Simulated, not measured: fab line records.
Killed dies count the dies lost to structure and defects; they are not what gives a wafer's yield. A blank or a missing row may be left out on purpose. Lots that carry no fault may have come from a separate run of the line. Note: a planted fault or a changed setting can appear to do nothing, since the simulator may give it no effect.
A struck lot beside a sound one :: flow gf180mcu :: 17 out of 602 route steps
Sound: these wafers, L992.1, L992.3, L992.6. Wafers L987.1, L987.2, L987.6 were the ones struck. The cause comes at the end.
Per side, at each step with rows, come the tool, then ch with its chambers, and then its first start. Under that, the readings that differ: sound wafers :: struck wafers :: difference of the means :: sigmas: that difference in standard deviations of wafers without a fault.
alike: words and numbers the same on both sides, and readings whose means are apart by under 2 such deviations; not compared: readings that were withheld, readings missing a value for some wafer, numbers with overlapping values and no deviation given by the record, and bounds like >300 which may hide the same value.
A row with sigmas, a row that says differs or no value, or rows on one side alone: a step with any of these is where the two part. Numbers that don't overlap but have no deviation are shown without sigmas and don't part them. A reading that every wafer of one side lacks parts them only if that side has two wafers or more.

GF_V3_BOW_MEAS_05:
  sound on film_metro-01, day 28 12:08; struck on film_metro-04, day 26 23:02
  alike: V3_BOW
then, 8 steps without rows for these wafers: GF_V3_DEHYDRATE_06 (time 60 s); GF_V3_HMDS_07 (prime time 60 s); GF_V3_COAT_08; GF_V3_COAT_09 (resist thk 1000 nm); GF_V3_SOFTBAKE_10 (time 60 s); GF_V3_EXPOSE_11 (exposes mask Via3, target cd 260 nm); GF_V3_PEB_12 (peb time 90 s); GF_V3_DEVELOP_13 (develop time 60 s).
GF_V3_CD_MEAS_14 targets a cd of 260 nm.
  sound on cd_sem-02, day 29 07:27; struck on cd_sem-02, day 27 18:59
  alike: cd_nm
GF_V3_OVL_MEAS_15:
  sound on overlay-02, day 29 07:34; struck on overlay-01, day 27 19:06
  alike: V3_OVL
GF_V3_ETCH_16: etches BARC in N2/H2.
  sound on rie_diel-02 ch 0,1,3, day 29 07:37; struck on rie_diel-01 ch 1,3, day 27 19:08
  alike: bias_w, drypump_motor_current_A, oes_product_au, throttle_valve_pct
GF_V3_ETCH_17: etches SiO2 in C4F8/O2/Ar, stops on TiN, target depth 635 nm.
  sound on rie_diel-02 ch 0,1,3, day 29 07:00; struck on rie_diel-01 ch 1,3, day 27 19:00
reading: bias_w (W)
sound: 1195 1198 1200
struck: 1422 1420 1424
difference: +224
sigmas: +68
  alike: oes_product_au
  not compared: model.TiN_of_M3_SPUTTER_04.thk_nm
GF_V3_STRIP_18: strips in O2/N2.
  sound on plasma_asher-03 ch 0, day 29 07:44; struck on plasma_asher-03 ch 0,1, day 27 19:16
  alike: drypump_motor_current_A, heater_power_w, o2_flow_sccm, oes_product_au
  not compared: rf_hours_counter_h
GF_V3_STRIP_19: strips in post etch residue remover, time 1200 s.
  sound on wet_bench-04 ch 0, day 29 07:50; struck on wet_bench-04 ch 3, day 27 19:22
  not compared: model.TiN_of_M3_SPUTTER_04.thk_nm
then, 1 step without rows for these wafers: GF_V3_CLEAN_20 (cleans in DIW).
-- the record jumps here: 6 days lie between the struck wafers' starts before and after (it left off in module V3 and takes up again in module PASSIVATION, whose first step shown is number 602 of the route) --
GF_PASSIVATION_PROBE_99:
  the record has rows for the struck wafers here (prober-01, day 33 12:02) and none for the sound ones

## WHERE THEY PART
Last at GF_PASSIVATION_PROBE_99 as far as this record goes, first at GF_V3_ETCH_17.

WHY: what had been put in by the simulator
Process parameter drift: rie_diel-01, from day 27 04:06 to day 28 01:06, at GF_V3_ETCH_17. The setting bias_w was moved by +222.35, starting from 1200. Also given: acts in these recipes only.
